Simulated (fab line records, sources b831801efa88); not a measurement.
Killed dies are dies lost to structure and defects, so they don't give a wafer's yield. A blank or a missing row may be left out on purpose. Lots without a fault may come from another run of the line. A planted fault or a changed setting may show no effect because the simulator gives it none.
Which tool did it? | flow gf180mcu | 14 lots, 42 wafers sampled, at 5 steps of a route of 602

WHAT THE GAUGES READ, wafer by wafer
GF_STI_THK_MEAS_30. Usual: STI_OXIDATION_02_THK 10.07 nm, standard deviation 0.2.
lot  | measured    | on            | STI_OXIDATION_02_THK (nm) | flag
L993 | day 2 05:39 | film_metro-03 | 10.08 10.30 10.05         |
L995 | day 2 17:59 | film_metro-02 | 10.35 10.30 10.01         |
L996 | day 2 21:09 | film_metro-03 | 9.98 10.08 9.99           |
L997 | day 3 05:46 | film_metro-03 | 9.58 9.78 9.60            |
L999 | day 3 13:52 | film_metro-02 | 9.79 9.94 9.97            |
L100 | day 3 18:06 | film_metro-01 | 10.45 10.08 10.05         |
L101 | day 4 00:44 | film_metro-03 | 9.85 9.99 9.99            |
L102 | day 4 06:26 | film_metro-01 | 10.20 10.35 10.08         |
L103 | day 4 11:19 | film_metro-03 | 10.27 10.24 10.23         |
L104 | day 4 15:39 | film_metro-01 | 10.20 10.19 10.23         |
L110 | day 5 21:07 | film_metro-03 | 10.18 9.97 10.15          |
L111 | day 6 02:16 | film_metro-01 | 10.23 10.21 10.36         |
L115 | day 6 23:34 | film_metro-01 | 10.14 10.09 10.12         |
L116 | day 7 04:02 | film_metro-03 | 10.37 10.20 10.41         |

GF_VT_IMPLANT_OVL_MEAS_40. Usual: VT_IMPLANT_03_OVL 0.9 nm, standard deviation 1.3.
lot  | measured     | on         | VT_IMPLANT_03_OVL (nm) | flag
L993 | day 7 10:10  | overlay-01 | -0.3 -0.4 -0.2         |
L995 | day 8 04:32  | overlay-02 | 0.4 1.8 1.0            |
L996 | day 8 05:09  | overlay-02 | 1.7 0.7 2.5            |
L997 | day 8 18:19  | overlay-02 | 2.4 3.1 -0.3           |
L999 | day 9 04:54  | overlay-02 | 1.8 1.3 0.9            |
L100 | day 9 11:32  | overlay-02 | 0.5 2.3 1.1            |
L101 | day 9 20:47  | overlay-02 | -0.7 0.9 0.8           |
L102 | day 10 04:28 | overlay-01 | 0.9 1.7 1.0            |
L103 | day 10 08:14 | overlay-01 | 2.6 2.0 1.5            |
L104 | day 10 15:15 | overlay-01 | -0.7 -0.2 1.1          |
L110 | day 12 06:11 | overlay-02 | -0.7 0.7 -0.7          |
L111 | day 12 15:24 | overlay-01 | 0.2 -2.0 0.5           |
L115 | day 13 17:45 | overlay-01 | 0.4 0.3 0.4            |
L116 | day 14 00:23 | overlay-02 | 0.3 -3.9 1.2           |

GF_VT_IMPLANT_TW_MEAS_43. Usual: VT_IMPLANT_4_TW 685, standard deviation 3.6.
lot  | measured     | on            | VT_IMPLANT_4_TW | flag
L993 | day 7 10:28  | film_metro-04 | 691 692 692     |
L995 | day 8 04:50  | film_metro-03 | 679 681 685     |
L996 | day 8 05:26  | film_metro-03 | 680 681 680     |
L997 | day 8 18:36  | film_metro-01 | 688 688 688     |
L999 | day 9 05:11  | film_metro-03 | 688 681 678     |
L100 | day 9 11:49  | film_metro-04 | 685 683 682     |
L101 | day 9 21:04  | film_metro-04 | 681 682 682     |
L102 | day 10 04:53 | film_metro-03 | 681 682 680     |
L103 | day 10 08:32 | film_metro-03 | 680 683 680     |
L104 | day 10 15:33 | film_metro-04 | 693 690 687     |
L110 | day 12 06:29 | film_metro-03 | 670 671 671     | OFF
L111 | day 12 15:41 | film_metro-01 | 672 675 673     | OFF
L115 | day 13 18:02 | film_metro-01 | 682 687 684     |
L116 | day 14 00:41 | film_metro-04 | 686 687 686     |

GF_VT_IMPLANT_RS_MEAS_46: measures by four-point-probe. Usual: MVSD_RS 456.4 ohm/sq, standard deviation 0.96.
lot  | measured     | on            | MVSD_RS (ohm/sq)  | flag
L993 | day 7 10:41  | film_metro-04 | 455.9 456.8 456.7 |
L995 | day 8 05:06  | film_metro-02 | 456.3 457.6 457.7 |
L996 | day 8 05:40  | film_metro-01 | 457.4 455.9 457.2 |
L997 | day 8 18:49  | film_metro-01 | 455.7 454.6 455.6 |
L999 | day 9 05:24  | film_metro-01 | 455.8 456.9 456.9 |
L100 | day 9 12:02  | film_metro-01 | 455.3 455.0 456.2 |
L101 | day 9 21:17  | film_metro-04 | 456.5 458.7 457.7 |
L102 | day 10 05:06 | film_metro-02 | 456.4 456.1 455.4 |
L103 | day 10 08:44 | film_metro-01 | 456.0 454.4 456.3 |
L104 | day 10 15:50 | film_metro-04 | 455.3 457.6 455.9 |
L110 | day 12 06:41 | film_metro-02 | 457.4 456.7 456.4 |
L111 | day 12 15:55 | film_metro-01 | 455.8 455.5 456.0 |
L115 | day 13 18:17 | film_metro-02 | 455.3 456.7 455.4 |
L116 | day 14 00:55 | film_metro-04 | 455.1 456.5 456.7 |

WHICH TOOL RAN EACH LOT (tool, then ch and the chambers of the sampled wafers, then the start)
lot  | GF_VT_IMPLANT_IMPLANT_41
L993 | implanter-04 ch 0, day 7 10:13
L995 | implanter-04 ch 0, day 8 04:36
L996 | implanter-04 ch 0, day 8 05:13
L997 | implanter-02 ch 0, day 8 18:21
L999 | implanter-02 ch 0, day 9 04:56
L100 | implanter-04 ch 0, day 9 11:34
L101 | implanter-01 ch 0, day 9 20:49
L102 | implanter-04 ch 0, day 10 04:38
L103 | implanter-04 ch 0, day 10 08:17
L104 | implanter-01 ch 0, day 10 15:20
L110 | implanter-02 ch 0, day 12 06:14
L111 | implanter-02 ch 0, day 12 15:28
L115 | implanter-04 ch 0, day 13 17:49
L116 | implanter-01 ch 0, day 14 00:27
- GF_VT_IMPLANT_IMPLANT_41

WHAT THE TOOLS THEMSELVES READ (means of the sampled wafers that have a number; where no wafer has one, the mark that the record gives instead)
GF_VT_IMPLANT_IMPLANT_41. Usual: beam_on_s 10.01 s, standard deviation 0.21; tilt_deg 6.997 degrees, standard deviation 0.02.
lot  | tool         | beam_on_s (s) | tilt_deg (degrees) | flag
L993 | implanter-04 | 10.01         | 6.981              |
L995 | implanter-04 | 10.03         | 6.999              |
L996 | implanter-04 | 10.15         | 6.984              |
L997 | implanter-02 | 10.07         | 6.992              |
L999 | implanter-02 | 9.95          | 7.006              |
L100 | implanter-04 | 10.03         | 6.986              |
L101 | implanter-01 | 10.00         | 6.984              |
L102 | implanter-04 | 10.06         | 7.007              |
L103 | implanter-04 | 10.08         | 6.999              |
L104 | implanter-01 | 9.92          | 6.989              |
L110 | implanter-02 | 9.74          | 6.969              |
L111 | implanter-02 | 9.93          | 6.992              |
L115 | implanter-04 | 9.86          | 7.026              |
L116 | implanter-01 | 10.07         | 7.008              |

THE ANSWER, worked out from the rows above alone
Rule: a lot is off if the mean of its wafers that have a number lies more than 3 standard deviations from the usual mean. A lot without any number at a reading at which 4 lots or more have one is off too. The other lots that the step has rows for count as sound. The gauges are gone through in route order, then the tools' own readings, and for those a lot's mean is taken as printed above. The first step at which some lot is off is used, and at that step the reading that is off furthest; a lot without a number counts as furthest.
Off: L110, L111, at GF_VT_IMPLANT_TW_MEAS_43 (VT_IMPLANT_4_TW).
A tool fits if, at a process step before that reading, it ran every lot that is off, and no sound lot after the first of them. The gauges at GF_VT_IMPLANT_TW_MEAS_43 are tried like those tools. One fits: implanter-02 at GF_VT_IMPLANT_IMPLANT_41. Its last sound lot is L999 (day 9 04:56), its first lot that is off L110 (day 12 06:14): a fault that began between those two fits.

WHAT THE SIMULATOR HAD PUT IN
Process parameter drift: implanter-02, from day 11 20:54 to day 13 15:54, at GF_VT_IMPLANT_IMPLANT_41. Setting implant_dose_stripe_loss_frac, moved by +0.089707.
Lots struck among those shown: L110, L111. The rule above found the same.
